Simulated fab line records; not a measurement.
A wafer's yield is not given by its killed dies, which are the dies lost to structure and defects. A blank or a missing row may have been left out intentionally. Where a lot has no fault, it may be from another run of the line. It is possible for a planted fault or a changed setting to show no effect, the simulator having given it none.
Matching of chambers || flow gf180mcu || 4 sister chambers for GF_STI_CMP_25 on cmp-02
The step polishes, stops on Si3N4, t overpolish 33 s, target thk 524.6 nm. 7 wafers are shown with their chamber, then 7 later ones without.

== WAFERS, EACH WITH ITS CHAMBER ==
{"wafer": "L880.2", "chamber": 0, "motor_current_A (A)": 13.1, "time_to_endpoint_s (s)": 121}
{"wafer": "L883.4", "chamber": 3, "motor_current_A (A)": 12.6, "time_to_endpoint_s (s)": 125}
{"wafer": "L883.6", "chamber": 2, "motor_current_A (A)": 12.5, "time_to_endpoint_s (s)": 127}
{"wafer": "L887.4", "chamber": 3, "motor_current_A (A)": 12.8, "time_to_endpoint_s (s)": 127}
{"wafer": "L887.6", "chamber": 1, "motor_current_A (A)": 9.9, "time_to_endpoint_s (s)": 121}
{"wafer": "L890.1", "chamber": 2, "motor_current_A (A)": 12.3, "time_to_endpoint_s (s)": 123}
{"wafer": "L890.3", "chamber": 1, "motor_current_A (A)": 9.8, "time_to_endpoint_s (s)": 121}

== WAFERS WITHOUT THEIR CHAMBER ==
{"wafer": "L890.6", "motor_current_A (A)": 11.9, "time_to_endpoint_s (s)": 121}
{"wafer": "L893.1", "motor_current_A (A)": 9.6, "time_to_endpoint_s (s)": 127}
{"wafer": "L893.3", "motor_current_A (A)": 11.7, "time_to_endpoint_s (s)": 128}
{"wafer": "L893.6", "motor_current_A (A)": 12.2, "time_to_endpoint_s (s)": 127}
{"wafer": "L901.2", "motor_current_A (A)": 13.3, "time_to_endpoint_s (s)": 125}
{"wafer": "L901.3", "motor_current_A (A)": 11.6, "time_to_endpoint_s (s)": 126}
{"wafer": "L901.4", "motor_current_A (A)": 9.8, "time_to_endpoint_s (s)": 121}

== WHICH CHAMBER EACH ONE RAN IN ==
{"wafer": "L890.6", "from the rows above": 2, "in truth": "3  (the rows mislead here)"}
{"wafer": "L893.1", "from the rows above": 1, "in truth": 1}
{"wafer": "L893.3", "from the rows above": 2, "in truth": 2}
{"wafer": "L893.6", "from the rows above": 2, "in truth": 2}
{"wafer": "L901.2", "from the rows above": 0, "in truth": 0}
{"wafer": "L901.3", "from the rows above": 2, "in truth": 2}
{"wafer": "L901.4", "from the rows above": 1, "in truth": 1}
Correct placement for 6 of the 7. Not placeable from these rows: 0. Number placed wrongly: 1.
How it was worked out, from the rows above alone: a wafer's distance from a chamber is the root of the sum, over the readings, of the square of ((its reading less the chamber's mean) divided by the reading's scatter). The wafer belongs to the nearest chamber; if the next one is less than 2 further off, it can't be placed. For every chamber, the mean is computed from those of its wafers that are shown. The scatter is the square root of a quotient: the sum, over the shown wafers, of each reading's squared deviation from its chamber's mean, divided by wafers minus chambers.
